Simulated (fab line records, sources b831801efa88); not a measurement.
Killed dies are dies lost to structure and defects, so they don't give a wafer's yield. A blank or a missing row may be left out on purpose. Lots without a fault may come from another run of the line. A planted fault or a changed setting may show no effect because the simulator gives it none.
Which tool did it? | flow gf180mcu | 15 lots, 45 wafers sampled, at 4 steps of a route of 602

WHAT THE GAUGES READ, wafer by wafer
GF_TOP_METAL_CD_MEAS_14: target cd 440 nm. Usual: cd_nm 440.1 nm, standard deviation 2.5.
lot  | measured     | on        | cd_nm (nm)        | flag
L979 | day 28 05:16 | cd_sem-02 | 440.1 438.8 437.7 |
L981 | day 28 21:44 | cd_sem-01 | 438.2 438.9 441.1 |
L982 | day 29 02:10 | cd_sem-02 | 441.5 440.8 439.6 |
L983 | day 29 07:11 | cd_sem-02 | 441.3 443.2 443.7 |
L984 | day 29 21:20 | cd_sem-01 | 444.1 440.8 443.3 |
L985 | day 30 01:22 | cd_sem-02 | 440.8 442.5 442.0 |
L987 | day 30 15:58 | cd_sem-02 | 441.3 439.7 442.2 |
L988 | day 30 21:29 | cd_sem-01 | 437.1 435.1 433.7 |
L992 | day 31 21:49 | cd_sem-01 | 441.0 438.7 439.4 |
L994 | day 32 13:15 | cd_sem-01 | - - -             | OFF
L995 | day 32 21:24 | cd_sem-02 | - - -             | OFF
L996 | day 33 00:05 | cd_sem-02 | - - -             | OFF
L999 | day 33 17:49 | cd_sem-02 | 442.3 441.7 442.0 |
L101 | day 33 22:47 | cd_sem-02 | 441.7 440.5 440.4 |
L102 | day 34 05:13 | cd_sem-02 | 441.8 442.5 444.5 |

WHICH TOOL RAN EACH LOT (tool, then ch and the chambers of the sampled wafers, then the start)
lot  | GF_MIM_STRIP_20                      | GF_TOP_METAL_SPUTTER_02      | GF_TOP_METAL_EXPOSE_11
L979 | plasma_asher-04 ch 0, day 25 11:46   | pvd_sputter-02, day 27 09:22 | iline_stepper-01 ch 0, day 27 19:17
L981 | plasma_asher-03 ch 1, day 26 05:04   | pvd_sputter-04, day 28 02:08 | iline_stepper-01 ch 0, day 28 12:07
L982 | plasma_asher-02 ch 0,1, day 26 11:41 | pvd_sputter-02, day 28 06:43 | iline_stepper-01 ch 0, day 28 16:26
L983 | plasma_asher-04 ch 0,1, day 26 16:42 | pvd_sputter-02, day 28 11:22 | iline_stepper-01 ch 0, day 28 21:32
L984 | plasma_asher-03 ch 0,1, day 27 06:37 | pvd_sputter-01, day 29 01:53 | iline_stepper-02 ch 0, day 29 12:16
L985 | plasma_asher-04 ch 1, day 27 12:37   | pvd_sputter-01, day 29 07:02 | iline_stepper-02 ch 0, day 29 16:32
L987 | plasma_asher-04 ch 0,1, day 28 04:21 | pvd_sputter-04, day 29 22:24 | iline_stepper-02 ch 0, day 30 07:56
L988 | plasma_asher-04 ch 0,1, day 28 10:40 | pvd_sputter-01, day 30 03:46 | iline_stepper-01 ch 0, day 30 13:08
L992 | plasma_asher-04 ch 0,1, day 29 12:07 | pvd_sputter-04, day 31 04:38 | iline_stepper-02 ch 0, day 31 13:16
L994 | plasma_asher-04 ch 0,1, day 30 05:48 | pvd_sputter-01, day 31 20:53 | iline_stepper-01, day 32 05:47
L995 | plasma_asher-03 ch 0,1, day 30 11:06 | pvd_sputter-02, day 32 05:14 | iline_stepper-02, day 32 12:40
L996 | plasma_asher-04 ch 0,1, day 30 16:34 | pvd_sputter-04, day 32 07:20 | iline_stepper-02, day 32 15:47
L999 | plasma_asher-04 ch 0, day 31 11:28   | pvd_sputter-02, day 33 01:31 | iline_stepper-01 ch 0, day 33 09:38
L101 | plasma_asher-03 ch 0,1, day 31 20:55 | pvd_sputter-04, day 33 07:47 | iline_stepper-02 ch 0, day 33 16:14
L102 | plasma_asher-04 ch 0,1, day 32 02:58 | pvd_sputter-04, day 33 13:38 | iline_stepper-01 ch 0, day 33 21:46
- GF_MIM_STRIP_20: strips in O2/N2.
- GF_TOP_METAL_SPUTTER_02: material AlCu, target thk 900 nm, time 47.82 s.
- GF_TOP_METAL_EXPOSE_11: exposes mask MetalTop, target cd 440 nm.

WHAT THE TOOLS THEMSELVES READ (means of the sampled wafers that have a number; where no wafer has one, the mark that the record gives instead)
GF_MIM_STRIP_20. Usual: drypump_motor_current_A 5.81 A, standard deviation 0.22; heater_power_w 338 W, standard deviation 19; oes_product_au 0.691 a.u., standard deviation 0.0051; platen_temp_c 249.97 C, standard deviation 0.17; strip_time_to_endpoint_s 11.22 s, standard deviation 0.047.
lot  | tool            | drypump_motor_current_A (A) | heater_power_w (W) | oes_product_au (a.u.) | platen_temp_c (C) | strip_time_to_endpoint_s (s) | flag
L979 | plasma_asher-04 | 5.72                        | 349                | 0.691                 | 250.12            | 11.18                        |
L981 | plasma_asher-03 | 6.03                        | 333                | 0.693                 | 249.74            | 11.28                        |
L982 | plasma_asher-02 | 5.97                        | 357                | 0.693                 | 249.89            | 11.26                        |
L983 | plasma_asher-04 | 5.86                        | 333                | 0.688                 | 250.04            | 11.24                        |
L984 | plasma_asher-03 | 5.86                        | 339                | 0.694                 | 249.96            | 11.18                        |
L985 | plasma_asher-04 | 5.95                        | 321                | 0.695                 | 249.86            | 11.23                        |
L987 | plasma_asher-04 | 5.78                        | 341                | 0.690                 | 249.85            | 11.22                        |
L988 | plasma_asher-04 | 5.86                        | 333                | 0.691                 | 249.98            | 11.17                        |
L992 | plasma_asher-04 | 5.85                        | 326                | 0.693                 | 249.95            | 11.25                        |
L994 | plasma_asher-04 | 5.79                        | 342                | 0.688                 | 250.03            | 11.21                        |
L995 | plasma_asher-03 | 5.85                        | 338                | 0.688                 | 250.06            | 11.10                        |
L996 | plasma_asher-04 | 5.78                        | 338                | 0.689                 | 249.87            | 11.14                        |
L999 | plasma_asher-04 | 5.74                        | 347                | 0.687                 | 249.94            | 11.16                        |
L101 | plasma_asher-03 | 5.65                        | 337                | 0.688                 | 249.92            | 11.21                        |
L102 | plasma_asher-04 | 5.88                        | 329                | 0.695                 | 250.03            | 11.21                        |

GF_TOP_METAL_SPUTTER_02. Usual: throttle_valve_pct 29.6 %, standard deviation 0.79.
lot  | tool           | throttle_valve_pct (%) | flag
L979 | pvd_sputter-02 | 29.2                   |
L981 | pvd_sputter-04 | 29.7                   |
L982 | pvd_sputter-02 | 29.2                   |
L983 | pvd_sputter-02 | 29.2                   |
L984 | pvd_sputter-01 | 28.5                   |
L985 | pvd_sputter-01 | 29.4                   |
L987 | pvd_sputter-04 | 29.8                   |
L988 | pvd_sputter-01 | 28.4                   |
L992 | pvd_sputter-04 | 29.8                   |
L994 | pvd_sputter-01 | 29.1                   |
L995 | pvd_sputter-02 | 30.1                   |
L996 | pvd_sputter-04 | 30.1                   |
L999 | pvd_sputter-02 | 29.7                   |
L101 | pvd_sputter-04 | 30.2                   |
L102 | pvd_sputter-04 | 30.2                   |

GF_TOP_METAL_EXPOSE_11. Usual: exposure_dose_mJ_cm2 170.02, standard deviation 0.13; focus_offset_nm -0.2 nm, standard deviation 0.55.
lot  | tool             | exposure_dose_mJ_cm2 | focus_offset_nm (nm) | flag
L979 | iline_stepper-01 | 170.03               | -0.4                 |
L981 | iline_stepper-01 | 169.90               | -0.0                 |
L982 | iline_stepper-01 | 170.00               | 0.1                  |
L983 | iline_stepper-01 | 169.86               | -0.7                 |
L984 | iline_stepper-02 | 170.10               | -0.1                 |
L985 | iline_stepper-02 | 169.90               | -0.5                 |
L987 | iline_stepper-02 | 169.97               | -0.2                 |
L988 | iline_stepper-01 | 169.96               | 0.3                  |
L992 | iline_stepper-02 | 170.06               | 0.1                  |
L994 | iline_stepper-01 | -                    | -                    | OFF
L995 | iline_stepper-02 | -                    | -                    | OFF
L996 | iline_stepper-02 | -                    | -                    | OFF
L999 | iline_stepper-01 | 170.16               | -0.5                 |
L101 | iline_stepper-02 | 169.88               | -0.6                 |
L102 | iline_stepper-01 | 169.93               | -0.2                 |

THE ANSWER, worked out from the rows above alone
Rule: a lot is off if the mean of its wafers that have a number lies more than 3 standard deviations from the usual mean. A lot without any number at a reading at which 4 lots or more have one is off too. The other lots that the step has rows for count as sound. The gauges are gone through in route order, then the tools' own readings, and for those a lot's mean is taken as printed above. The first step at which some lot is off is used, and at that step the reading that is off furthest; a lot without a number counts as furthest.
Off: L994, L995, L996, at GF_TOP_METAL_CD_MEAS_14 (cd_nm). Without a number there: L994, L995, L996.
A tool fits if, at a process step before that reading, it ran every lot that is off, and no sound lot after the first of them. The gauges at GF_TOP_METAL_CD_MEAS_14 aren't tried: what is off there is off at GF_TOP_METAL_EXPOSE_11 too, on other tools, and a gauge's error can't cause that. None of those tried fits.

WHAT THE SIMULATOR HAD PUT IN
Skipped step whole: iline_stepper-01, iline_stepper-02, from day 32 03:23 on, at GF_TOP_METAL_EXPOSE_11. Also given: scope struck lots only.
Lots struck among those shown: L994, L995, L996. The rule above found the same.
